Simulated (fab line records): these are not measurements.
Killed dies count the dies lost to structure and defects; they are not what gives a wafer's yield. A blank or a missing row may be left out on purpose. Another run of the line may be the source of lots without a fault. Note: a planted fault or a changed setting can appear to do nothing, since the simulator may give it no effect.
8D (eight disciplines) problem report, filled in by code -- flow sky130 -- the parts of the form that need people (team, actions taken, sign-off) are left out

## 1. PROBLEM STATEMENT
VIA3_HDPCVD_THK at SKY_VIA3_THK_MEAS_01 reads a mean of 2331 nm on 3 wafers of 2 lots; wafers without a fault read 1638 nm with a standard deviation of 20. That puts it +35 standard deviations away from the usual mean.
First observed at day 41 04:07: wafer L196.1, on film_metro-02. At this step, 36 wafers from 12 lots have a number in the record. The rule behind "out" and "out of limits": a value lying over 4 standard deviations away from the usual mean. Any other wafer with a number is counted as sound.

## 2. WHAT IT IS, WHAT IT ISN'T
question,is,is not
which readings at this step,VIA3_HDPCVD_THK,-
which lots,"L196, L198","L189, L190, L192, L195, L197, L205, L206, L207, L209, L210"
which wafers of those lots,"L196.1, L196.6, L198.5","L196.2, L198.3, L198.4"
read on which gauges,"film_metro-02, film_metro-03",film_metro-04
when,from day 41 04:07,"up to then (13 sound wafers); but 20 sound wafers of L197, L198, L205, L206, L207, L209, L210 came after"

## 3. WHAT RULES OUT EACH SUSPECT
Counting: a tool at a process step up to the reading stays a suspect if it ran every lot that is out. Sound lots after the first of them don't rule it out here, since some wafers of a struck lot are sound.
- the gauge at SKY_VIA3_THK_MEAS_01: ruled out. 2 gauges (film_metro-02, film_metro-03) read the wafers that are out.
- pvd_sputter-03 at SKY_METAL3_SPUTTER_02 (material AlCu, target thk 735 nm, time 39.1 s): kept. Every lot that is out went through it, the first being L196 (day 38 23:53); the last sound lot it ran before that was L192 (day 38 04:16).
- hdpcvd-01 at SKY_VIA3_HDPCVD_00 (deposits SiO2, target thk 1635 nm, time 272.5 s): kept. Every lot that is out went through it, the first being L196 (day 41 03:56); the last sound lot it ran before that was L195 (day 40 23:29).
Left after counting: pvd_sputter-03 at SKY_METAL3_SPUTTER_02, hdpcvd-01 at SKY_VIA3_HDPCVD_00.

## 4. THE CAUSE (what the simulator had put in)
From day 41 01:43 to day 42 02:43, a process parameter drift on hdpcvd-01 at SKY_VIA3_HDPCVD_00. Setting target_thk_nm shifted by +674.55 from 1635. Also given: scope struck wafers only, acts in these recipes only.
Counting leaves 2 suspects; this tool is one of them.

## 5. THE CHAIN OF EFFECTS, in route order
One row per reading whose mean, taken over the struck wafers that have a number, lies over 3 standard deviations from the usual. Only readings whose record carries a usual standard deviation are examined. hours: median over the lots of the time between each lot's start at the first step of this table that gives one and its start at this step. sigmas: the change, counted in usual standard deviations.
hours,step,reading,usual,on struck wafers,change,sigmas
0,SKY_VIA3_THK_MEAS_01,VIA3_HDPCVD_THK,1638 nm,2331,+693,+35
At these later measuring or inspecting steps, every struck wafer for which the step has a row has a number for every such reading, and none has moved that far: SKY_CAP2M_THK_MEAS_04.

## 6. WHAT WOULD HAVE CAUGHT IT SOONER
Counted from the fault's start at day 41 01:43, it took 2 hours until the first out-of-limits reading at a measuring or inspecting step in this record, taken at day 41 04:07.
Among the 2 lots that are out, L198 began SKY_VIA3_HDPCVD_00 on hdpcvd-01 after day 41 04:07. Had the tool been put on hold then, it would have been spared.
